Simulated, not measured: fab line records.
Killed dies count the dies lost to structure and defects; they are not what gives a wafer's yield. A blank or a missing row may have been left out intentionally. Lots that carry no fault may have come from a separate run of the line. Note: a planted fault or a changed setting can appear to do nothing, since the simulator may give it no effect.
fab line records    flow sky130
[record] lots = 24  wafers = 72  last_day = 50
route steps=708 shown VIA1@471 CAPM@538 VIA3@596 CAP2M@616 PASSIVATION@681
lots that met no fault: taken from a fault-free run of the same line
start_h: the number of hours between the record's first day and the start of the first shown wafer of the lot    wait_h: how many hours have passed since the lot's step before this one    " unchanged from the row above    L1.1+2: a row that stands for several wafers    - no value, or no start given    * or withheld: withheld    < > ~ a bound
route shown NAME@n: names a module that has steps shown in the file, with the first one's number in the route    usual: the fault-free wafers' mean and standard deviation    same: alike in all rows    chamber/n: place in a boat    sites: readings site by site    _std_site: how widely they spread, as a standard deviation    _edge_site: outer sites' mean less inner sites'    radius_mm: how far each site lies from the wafer's centre    mask NAME#n: copy n    behind: the last tool/chamber to shape the wafer    hold: reason for holding the lot/hours on hold/outcome of the hold    device: transistor that didn't switch, given as n, p or np    end of line: at the end of the route, the tests of the same wafers    a step without rows: its recipe alone    killed: at the first sort, the dies lost to defects and structure; wafer yield is something else    map: a wafer's dies, x killed, . not, _ none there
set.NAME: the setting as run; set.NAME@STEP: as run at that earlier step    model.NAME: the simulator's own value behind a step, which no gauge read
steps of the route over a sample of lots; a table a step, a row a wafer
services: from which hour (start_h, from the record's first day; less than 0 if before it) a tool's chamber was out of use, for how many hours, and why
[[steps]]
[step SKY_VIA1_OVL_MEAS_13]
[usual] VIA1_OVL = -2/5.8
lot.wafer  tool        chamber  start_h  wait_h  VIA1_OVL[nm]
L074.1     overlay-01  -        791.80   0.1     -3
L074.2     "           -        "        "       6
L074.6     "           -        "        "       0
L075.2     overlay-01  -        796.56   0.1     -5
L075.3     "           -        "        "       0
L075.6     "           -        "        "       -9
L076.2     overlay-01  -        804.63   0.1     -11
L076.3     "           -        "        "       -6
L076.4     "           -        "        "       -8
L077.2     overlay-02  -        816.61   0.1     -14
L077.4     "           -        "        "       -16
L077.5     "           -        "        "       -7
L078.1     overlay-01  -        823.49   0.1     -1
L078.3     "           -        "        "       -1
L078.5     "           -        "        "       -4
L079.1     overlay-01  -        838.00   0.1     -4
L079.4     "           -        "        "       -1
L079.6     "           -        "        "       1
L080.1     overlay-02  -        851.04   0.1     -5
L080.3     "           -        "        "       -1
L080.6     "           -        "        "       -7
L081.1     overlay-02  -        852.69   0.1     -6
L081.3     "           -        "        "       -3
L081.4     "           -        "        "       2
L083.1     overlay-02  -        863.71   0.1     -6
L083.2     "           -        "        "       -3
L083.6     "           -        "        "       -4
L082.2     overlay-01  -        870.10   0.1     3
L082.4     "           -        "        "       6
L082.5     "           -        "        "       -7
L084.1     overlay-02  -        870.44   0.1     -6
L084.4     "           -        "        "       0
L084.5     "           -        "        "       -7
L086.1     overlay-01  -        885.34   0.1     0
L086.3     "           -        "        "       5
L086.6     "           -        "        "       1
L085.1     overlay-02  -        892.25   0.1     14
L085.4     "           -        "        "       -2
L085.5     "           -        "        "       3
L087.1     overlay-02  -        903.00   0.1     -13
L087.4     "           -        "        "       1
L087.5     "           -        "        "       -4
L088.1     overlay-02  -        908.25   0.1     4
L088.2     "           -        "        "       -4
L088.6     "           -        "        "       -4
L089.2     overlay-01  -        911.46   0.1     -13
L089.3     "           -        "        "       -9
L089.5     "           -        "        "       -12
L090.1     overlay-02  -        917.09   0.1     -6
L090.2     "           -        "        "       -11
L090.5     "           -        "        "       -9
L091.1     overlay-01  -        920.85   0.1     4
L091.2     "           -        "        "       1
L091.5     "           -        "        "       2
L092.1     overlay-02  -        931.69   0.1     -12
L092.4     "           -        "        "       -8
L092.6     "           -        "        "       -7
L093.1     overlay-01  -        940.54   0.1     12
L093.2     "           -        "        "       4
L093.3     "           -        "        "       5
L094.1     overlay-01  -        943.69   0.1     0
L094.2     "           -        "        "       3
L094.6     "           -        "        "       -8
L095.1     overlay-01  -        958.39   0.1     -3
L095.2     "           -        "        "       -2
L095.6     "           -        "        "       -4
L097.3     overlay-01  -        973.31   0.1     6
L097.4     "           -        "        "       10
L097.5     "           -        "        "       0
L096.1     overlay-02  -        973.99   0.1     -8
L096.3     "           -        "        "       1
L096.5     "           -        "        "       -3
[step SKY_VIA1_THK_MEAS_23]
[recipe] thk_meas_gauge = xrf  reads = W_of_VIA1_CVD_21
[usual] VIA1_W_THK = 274/4.9
lot.wafer  tool           chamber  start_h  wait_h  VIA1_W_THK[nm]
L074.1     film_metro-01  -        792.82   0.1     283
L074.2     "              -        "        "       277
L074.6     "              -        "        "       274
L075.2     film_metro-01  -        797.59   0.1     278
L075.3     "              -        "        "       277
L075.6     "              -        "        "       276
L076.2     film_metro-01  -        805.62   0.1     274
L076.3     "              -        "        "       274
L076.4     "              -        "        "       280
L077.2     film_metro-03  -        817.72   0.1     267
L077.4     "              -        "        "       275
L077.5     "              -        "        "       272
L078.1     film_metro-01  -        824.61   0.1     272
L078.3     "              -        "        "       277
L078.5     "              -        "        "       276
L079.1     film_metro-04  -        839.00   0.1     276
L079.4     "              -        "        "       276
L079.6     "              -        "        "       282
L080.1     film_metro-04  -        852.07   0.1     274
L080.3     "              -        "        "       271
L080.6     "              -        "        "       269
L081.1     film_metro-04  -        853.69   0.1     271
L081.3     "              -        "        "       280
L081.4     "              -        "        "       273
L083.1     film_metro-04  -        864.74   0.1     281
L083.2     "              -        "        "       270
L083.6     "              -        "        "       278
L082.2     film_metro-03  -        871.09   0.1     272
L082.4     "              -        "        "       273
L082.5     "              -        "        "       276
L084.1     film_metro-01  -        871.44   0.1     280
L084.4     "              -        "        "       282
L084.5     "              -        "        "       271
L086.1     film_metro-01  -        886.33   0.1     272
L086.3     "              -        "        "       280
L086.6     "              -        "        "       277
L085.1     film_metro-04  -        893.24   0.1     273
L085.4     "              -        "        "       274
L085.5     "              -        "        "       275
L087.1     film_metro-04  -        903.99   0.1     264
L087.4     "              -        "        "       262
L087.5     "              -        "        "       264
L088.1     film_metro-04  -        909.25   0.1     262
L088.2     "              -        "        "       273
L088.6     "              -        "        "       275
L089.2     film_metro-04  -        912.48   0.1     272
L089.3     "              -        "        "       269
L089.5     "              -        "        "       268
L090.1     film_metro-03  -        918.08   0.1     276
L090.2     "              -        "        "       268
L090.5     "              -        "        "       274
L091.1     film_metro-01  -        921.84   0.1     275
L091.2     "              -        "        "       272
L091.5     "              -        "        "       277
L092.1     film_metro-01  -        933.03   0.1     273
L092.4     "              -        "        "       272
L092.6     "              -        "        "       273
L093.1     film_metro-03  -        941.54   0.1     277
L093.2     "              -        "        "       272
L093.3     "              -        "        "       271
L094.1     film_metro-03  -        944.73   0.1     270
L094.2     "              -        "        "       278
L094.6     "              -        "        "       266
L095.1     film_metro-03  -        959.38   0.1     271
L095.2     "              -        "        "       273
L095.6     "              -        "        "       273
L097.3     film_metro-03  -        974.30   0.1     277
L097.4     "              -        "        "       266
L097.5     "              -        "        "       267
L096.1     film_metro-03  -        974.98   0.1     268
L096.3     "              -        "        "       271
L096.5     "              -        "        "       267
[step SKY_CAPM_THK_MEAS_01]
[recipe] reads = SiO2_of_CAPM_CVD_00
[usual] CAPM_CVD_00_THK = 15.60/0.26
lot.wafer  tool           chamber  start_h  wait_h  CAPM_CVD_00_THK[nm]
L074.1     film_metro-02  -        849.27   -       15.08
L074.2     "              -        "        "       15.31
L074.6     "              -        "        "       15.56
L075.2     film_metro-02  -        854.07   -       15.51
L075.3     "              -        "        "       15.21
L075.6     "              -        "        "       15.57
L076.2     film_metro-03  -        862.62   -       15.28
L076.3     "              -        "        "       15.50
L076.4     "              -        "        "       15.31
L077.2     film_metro-02  -        873.63   -       15.52
L077.4     "              -        "        "       16.06
L077.5     "              -        "        "       15.36
L078.1     film_metro-02  -        881.58   -       15.68
L078.3     "              -        "        "       15.31
L078.5     "              -        "        "       15.72
L079.1     film_metro-02  -        895.07   -       15.16
L079.4     "              -        "        "       15.99
L079.6     "              -        "        "       15.63
L080.1     film_metro-03  -        908.38   -       15.91
L080.3     "              -        "        "       15.49
L080.6     "              -        "        "       15.96
L081.1     film_metro-03  -        909.34   -       15.40
L081.3     "              -        "        "       15.47
L081.4     "              -        "        "       15.63
L083.1     film_metro-02  -        919.72   -       14.98
L083.2     "              -        "        "       15.26
L083.6     "              -        "        "       15.72
L082.2     film_metro-04  -        925.92   -       15.78
L082.4     "              -        "        "       15.66
L082.5     "              -        "        "       15.62
L084.1     film_metro-02  -        927.07   -       15.78
L084.4     "              -        "        "       15.93
L084.5     "              -        "        "       15.47
L086.1     film_metro-02  -        941.67   -       15.43
L086.3     "              -        "        "       15.58
L086.6     "              -        "        "       16.09
L085.1     film_metro-03  -        946.68   -       15.37
L085.4     "              -        "        "       15.67
L085.5     "              -        "        "       15.96
L087.1     film_metro-02  -        957.21   -       15.58
L087.4     "              -        "        "       15.59
L087.5     "              -        "        "       15.83
L088.1     film_metro-02  -        962.52   -       15.56
L088.2     "              -        "        "       15.91
L088.6     "              -        "        "       16.07
L089.2     film_metro-04  -        966.37   -       15.42
L089.3     "              -        "        "       15.83
L089.5     "              -        "        "       15.66
L090.1     film_metro-04  -        971.12   -       15.77
L090.2     "              -        "        "       15.45
L090.5     "              -        "        "       15.99
L091.1     film_metro-04  -        974.72   -       15.74
L091.2     "              -        "        "       15.20
L091.5     "              -        "        "       15.74
L092.1     film_metro-03  -        984.76   -       15.19
L092.4     "              -        "        "       16.05
L092.6     "              -        "        "       15.52
L093.1     film_metro-04  -        993.11   -       15.64
L093.2     "              -        "        "       15.22
L093.3     "              -        "        "       15.10
L094.1     film_metro-02  -        996.93   -       15.19
L094.2     "              -        "        "       15.47
L094.6     "              -        "        "       15.53
L095.1     film_metro-03  -        1010.53  -       15.32
L095.2     "              -        "        "       15.63
L095.6     "              -        "        "       15.51
L097.3     film_metro-02  -        1024.62  -       15.57
L097.4     "              -        "        "       15.80
L097.5     "              -        "        "       15.87
L096.1     film_metro-02  -        1025.55  -       15.73
L096.3     "              -        "        "       15.72
L096.5     "              -        "        "       15.64
[step SKY_VIA3_THK_MEAS_23]
[recipe] thk_meas_gauge = xrf  reads = W_of_VIA3_CVD_21
[usual] VIA3_W_THK = 393/6.3
lot.wafer  tool           chamber  start_h  wait_h  VIA3_W_THK[nm]
L074.1     film_metro-03  -        930.42   0.1     380
L074.2     "              -        "        "       385
L074.6     "              -        "        "       384
L075.2     film_metro-04  -        934.17   0.1     386
L075.3     "              -        "        "       394
L075.6     "              -        "        "       391
L076.2     film_metro-04  -        942.69   0.1     398
L076.3     "              -        "        "       396
L076.4     "              -        "        "       397
L077.2     film_metro-03  -        953.74   0.1     398
L077.4     "              -        "        "       395
L077.5     "              -        "        "       392
L078.1     film_metro-01  -        959.87   0.1     400
L078.3     "              -        "        "       400
L078.5     "              -        "        "       396
L079.1     film_metro-04  -        971.37   0.1     386
L079.4     "              -        "        "       385
L079.6     "              -        "        "       379
L080.1     film_metro-04  -        986.08   0.1     391
L080.3     "              -        "        "       391
L080.6     "              -        "        "       397
L081.1     film_metro-01  -        986.23   0.1     405
L081.3     "              -        "        "       402
L081.4     "              -        "        "       395
L083.1     film_metro-01  -        996.06   0.1     392
L083.2     "              -        "        "       397
L083.6     "              -        "        "       389
L082.2     film_metro-04  -        1002.19  0.1     393
L082.4     "              -        "        "       395
L082.5     "              -        "        "       399
L084.1     film_metro-04  -        1003.42  0.1     401
L084.4     "              -        "        "       389
L084.5     "              -        "        "       391
L086.1     film_metro-04  -        1016.49  0.1     390
L086.3     "              -        "        "       387
L086.6     "              -        "        "       395
L085.1     film_metro-03  -        1021.43  0.1     391
L085.4     "              -        "        "       391
L085.5     "              -        "        "       390
L087.1     film_metro-01  -        1031.33  0.1     383
L087.4     "              -        "        "       395
L087.5     "              -        "        "       393
L088.1     film_metro-04  -        1036.37  0.1     394
L088.2     "              -        "        "       388
L088.6     "              -        "        "       399
L089.2     film_metro-01  -        1040.50  0.1     394
L089.3     "              -        "        "       400
L089.5     "              -        "        "       397
L090.1     film_metro-04  -        1044.58  0.1     396
L090.2     "              -        "        "       388
L090.5     "              -        "        "       399
L091.1     film_metro-03  -        1047.42  0.1     386
L091.2     "              -        "        "       394
L091.5     "              -        "        "       386
L092.1     film_metro-03  -        1056.23  0.1     388
L092.4     "              -        "        "       385
L092.6     "              -        "        "       382
L093.1     film_metro-03  -        1064.81  0.1     383
L093.2     "              -        "        "       385
L093.3     "              -        "        "       386
L094.1     film_metro-01  -        1067.83  0.1     402
L094.2     "              -        "        "       395
L094.6     "              -        "        "       401
L095.1     film_metro-01  -        1080.02  0.1     403
L095.2     "              -        "        "       405
L095.6     "              -        "        "       402
L097.3     film_metro-04  -        1092.41  0.1     391
L097.4     "              -        "        "       388
L097.5     "              -        "        "       396
L096.1     film_metro-03  -        1093.08  0.1     387
L096.3     "              -        "        "       385
L096.5     "              -        "        "       383
[step SKY_CAP2M_METAL_ETCH_13]
[recipe] target_depth_nm = 220  stop_on = SiO2  chemistry = Cl2/BCl3  target = TiN  pressure_mtorr = 10  icp_w = 900  bias_w = 48.5  Cl2_flow_sccm = 60  bcl3_flow_sccm = 30  time_s = 62.9
[usual] drypump_motor_current_A = 5.8/0.37  oes_product_au = 0.919/0.009  throttle_valve_pct = 21.917/0.011
lot.wafer  tool          chamber  start_h  wait_h  drypump_motor_current_A  oes_product_au  rf_hours_counter_h  throttle_valve_pct
L074.1     rie_metal-02  1        955.55   0.0     5.8                      0.912           2                   21.915
L074.2     "             0        "        "       5.5                      0.907           13                  21.906
L074.6     "             0        "        "       5.5                      0.917           -                   21.912
L075.2     rie_metal-03  0        959.65   0.0     5.4                      0.917           6                   21.927
L075.3     "             1        "        "       5.4                      0.895           -                   21.940
L075.6     "             1        "        "       5.4                      0.906           -                   21.912
L076.2     rie_metal-04  1        967.60   0.0     6.3                      0.902           15                  21.928
L076.3     "             1        "        "       6.3                      0.914           -                   21.926
L076.4     "             0        "        "       6.1                      0.909           -                   21.914
L077.2     rie_metal-04  1        978.81   0.0     6.4                      0.911           15                  21.915
L077.4     "             1        "        "       6.4                      0.910           -                   21.915
L077.5     "             0        "        "       6.1                      0.907           -                   21.919
L078.1     rie_metal-04  1        984.61   0.0     6.4                      0.906           16                  21.914
L078.3     "             0        "        "       6.1                      0.918           -                   21.913
L078.5     "             1        "        "       6.4                      0.922           -                   21.907
L079.1     rie_metal-04  0        996.06   0.0     6.1                      0.919           13                  21.901
L079.4     "             1        "        "       6.4                      0.924           -                   21.924
L079.6     "             1        "        "       6.4                      0.925           -                   21.910
L080.1     rie_metal-03  0        1010.06  0.0     5.4                      0.917           9                   21.922
L080.3     "             0        "        "       5.5                      0.920           -                   21.913
L080.6     "             0        "        "       5.5                      0.910           -                   21.913
L081.1     rie_metal-02  0        1010.75  0.0     5.5                      0.926           17                  21.920
L081.3     "             1        "        "       5.8                      0.906           -                   21.895
L081.4     "             0        "        "       5.5                      0.908           -                   21.933
L083.1     rie_metal-02  1        1020.11  0.0     5.8                      0.914           6                   21.919
L083.2     "             0        "        "       5.5                      0.915           17                  21.940
L083.6     "             1        "        "       5.8                      0.898           -                   21.939
L082.2     rie_metal-03  1        1026.21  0.0     5.4                      0.926           0                   21.911
L082.4     "             0        "        "       5.4                      0.921           -                   21.923
L082.5     "             0        "        "       5.5                      0.922           -                   21.910
L084.1     rie_metal-02  0        1027.10  0.0     5.5                      0.914           17                  21.906
L084.4     "             1        "        "       5.8                      0.923           -                   21.921
L084.5     "             0        "        "       5.5                      0.921           -                   21.916
L086.1     rie_metal-04  1        1040.00  0.0     6.4                      0.929           19                  21.909
L086.3     "             1        "        "       6.4                      0.923           -                   21.898
L086.6     "             0        "        "       6.1                      0.915           -                   21.918
L085.1     rie_metal-03  0        1044.70  0.0     5.4                      0.926           11                  21.908
L085.4     "             0        "        "       5.4                      0.923           -                   21.923
L085.5     "             0        "        "       5.4                      0.935           -                   21.905
L087.1     rie_metal-04  1        1054.20  0.0     6.4                      0.910           19                  21.917
L087.4     "             1        "        "       6.4                      0.923           -                   21.924
L087.5     "             1        "        "       6.4                      0.928           -                   21.924
L088.1     rie_metal-04  0        1058.95  0.0     6.1                      0.913           17                  21.913
L088.2     "             1        "        "       6.4                      0.903           20                  21.912
L088.6     "             1        "        "       6.3                      0.908           -                   21.915
L089.2     rie_metal-03  1        1063.25  0.0     5.4                      0.938           2                   21.915
L089.3     "             0        "        "       5.4                      0.926           -                   21.901
L089.5     "             1        "        "       5.4                      0.933           -                   21.908
L090.1     rie_metal-02  1        1066.41  0.0     5.8                      0.932           8                   21.911
L090.2     "             0        "        "       5.5                      0.921           20                  21.929
L090.5     "             0        "        "       5.5                      0.921           -                   21.920
L091.1     rie_metal-03  0        1068.95  0.0     5.4                      0.912           12                  21.943
L091.2     "             1        "        "       5.4                      0.929           3                   21.923
L091.5     "             1        "        "       5.4                      0.921           -                   21.905
L092.1     rie_metal-02  0        1077.86  0.0     5.5                      0.915           21                  21.911
L092.4     "             0        "        "       5.5                      0.920           -                   21.925
L092.6     "             0        "        "       5.5                      0.922           -                   21.917
L093.1     rie_metal-04  0        1086.80  0.0     6.1                      0.921           19                  21.910
L093.2     "             1        "        "       6.4                      0.911           21                  21.919
L093.3     "             1        "        "       6.4                      0.930           -                   21.904
L094.1     rie_metal-02  0        1089.66  0.0     5.5                      0.936           22                  21.919
L094.2     "             1        "        "       5.8                      0.923           10                  21.922
L094.6     "             1        "        "       5.8                      0.933           -                   21.901
L095.1     rie_metal-04  1        1101.71  0.0     6.4                      0.929           23                  21.917
L095.2     "             0        "        "       6.2                      0.922           20                  21.915
L095.6     "             1        "        "       6.4                      0.935           -                   21.908
L097.3     rie_metal-03  0        1112.79  0.1     5.4                      0.924           -                   21.907
L097.4     "             1        "        "       5.4                      0.912           -                   21.932
L097.5     "             0        "        "       5.4                      0.909           -                   21.926
L096.1     rie_metal-02  1        1113.66  0.0     5.8                      0.929           12                  21.915
L096.3     "             0        "        "       5.5                      0.922           -                   21.911
L096.5     "             1        "        "       5.8                      0.919           -                   21.909
[step SKY_PASSIVATION_CVD_00]
[recipe] material = SiO2  target_thk_nm = 90  temp_c = 400  time_s = withheld  rf_w = 600
[usual] heater_power_w = 665/130
lot.wafer  tool      chamber  start_h  wait_h  heater_power_w
L074.1     pecvd-04  1        1031.69  0.0     896
L074.2     "         0        "        "       755
L074.6     "         1        "        "       891
L075.2     pecvd-04  1        1034.28  0.0     836
L075.3     "         0        "        "       751
L075.6     "         1        "        "       860
L076.2     pecvd-04  0        1042.38  0.0     700
L076.3     "         1        "        "       769
L076.4     "         0        "        "       714
L077.2     pecvd-01  0        1052.12  0.0     607
L077.4     "         2        "        "       731
L077.5     "         0        "        "       621
L078.1     pecvd-04  1        1057.28  0.0     779
L078.3     "         2        "        "       477
L078.5     "         0        "        "       748
L079.1     pecvd-04  1        1068.47  0.0     890
L079.4     "         0        "        "       636
L079.6     "         1        "        "       888
L080.1     pecvd-01  2        1080.43  0.0     700
L080.3     "         0        "        "       672
L080.6     "         0        "        "       683
L081.1     pecvd-01  0        1082.12  0.0     631
L081.3     "         1        "        "       476
L081.4     "         2        "        "       647
L083.1     pecvd-01  0        1089.44  0.0     714
L083.2     "         1        "        "       462
L083.6     "         1        "        "       459
L082.2     pecvd-04  0        1094.98  0.0     749
L082.4     "         0        "        "       751
L082.5     "         1        "        "       930
L084.1     pecvd-04  0        1096.93  0.0     727
L084.4     "         2        "        "       591
L084.5     "         0        "        "       732
L086.1     pecvd-04  0        1107.85  0.0     707
L086.3     "         1        "        "       913
L086.6     "         2        "        "       587
L085.1     pecvd-04  1        1112.17  0.0     879
L085.4     "         1        "        "       880
L085.5     "         2        "        "       584
L087.1     pecvd-04  2        1120.56  0.0     501
L087.4     "         0        "        "       784
L087.5     "         1        "        "       748
L088.1     pecvd-01  1        1124.45  0.0     466
L088.2     "         2        "        "       754
L088.6     "         1        "        "       467
L089.2     pecvd-02  1        1129.67  0.0     661
L089.3     "         0        "        "       730
L089.5     "         1        "        "       662
L090.1     pecvd-02  0        1132.54  0.0     737
L090.2     "         1        "        "       767
L090.5     "         1        "        "       748
L091.1     pecvd-02  2        1134.78  0.0     611
L091.2     "         1        "        "       780
L091.5     "         1        "        "       798
L092.1     pecvd-02  0        1143.03  0.0     698
L092.4     "         0        "        "       699
L092.6     "         2        "        "       614
L093.1     pecvd-02  1        1149.73  0.0     736
L093.2     "         2        "        "       614
L093.3     "         0        "        "       599
L094.1     pecvd-01  2        1152.38  0.0     744
L094.2     "         1        "        "       436
L094.6     "         2        "        "       738
L095.1     pecvd-01  2        1162.88  0.0     721
L095.2     "         1        "        "       450
L095.6     "         1        "        "       458
L097.3     pecvd-01  0        1172.68  0.0     710
L097.4     "         2        "        "       692
L097.5     "         0        "        "       737
L096.1     pecvd-02  0        1174.09  0.0     738
L096.3     "         1        "        "       705
L096.5     "         2        "        "       555
[[services]]
tool          chamber  start_h  hours  kind
pecvd-04      1        950.80   2.1    scheduled_down
pecvd-04      -        954.02   1.1    repair
pecvd-04      -        971.70   0.8    pm
rie_metal-03  1        995.92   -      clean
rie_metal-04  -        997.80   0.9    repair
pecvd-04      1        999.38   -      clean
pecvd-04      1        999.38   -      consumable_replace:showerhead
pecvd-04      1        999.38   29.0   scheduled_down
pecvd-04      1        999.38   29.0   vent_cycle
pecvd-04      -        1058.65  0.5    repair
pecvd-04      -        1063.52  0.4    repair
pecvd-01      1        1074.44  5.5    scheduled_down
pecvd-01      0        1083.75  2.1    scheduled_down
rie_metal-04  -        1084.23  0.6    repair
pecvd-01      1        1113.63  10.4   repair
pecvd-01      0        1117.48  6.8    repair
pecvd-02      -        1120.93  2.8    pm
rie_metal-04  1        1123.86  -      clean
rie_metal-04  1        1123.86  -      consumable_replace:focus_ring
rie_metal-04  1        1123.86  19.1   scheduled_down
rie_metal-04  1        1123.86  19.1   vent_cycle
rie_metal-04  -        1139.10  2.8    pm
rie_metal-02  1        1151.59  16.8   repair
rie_metal-02  0        1157.78  24.7   repair
[[key]]
fault none
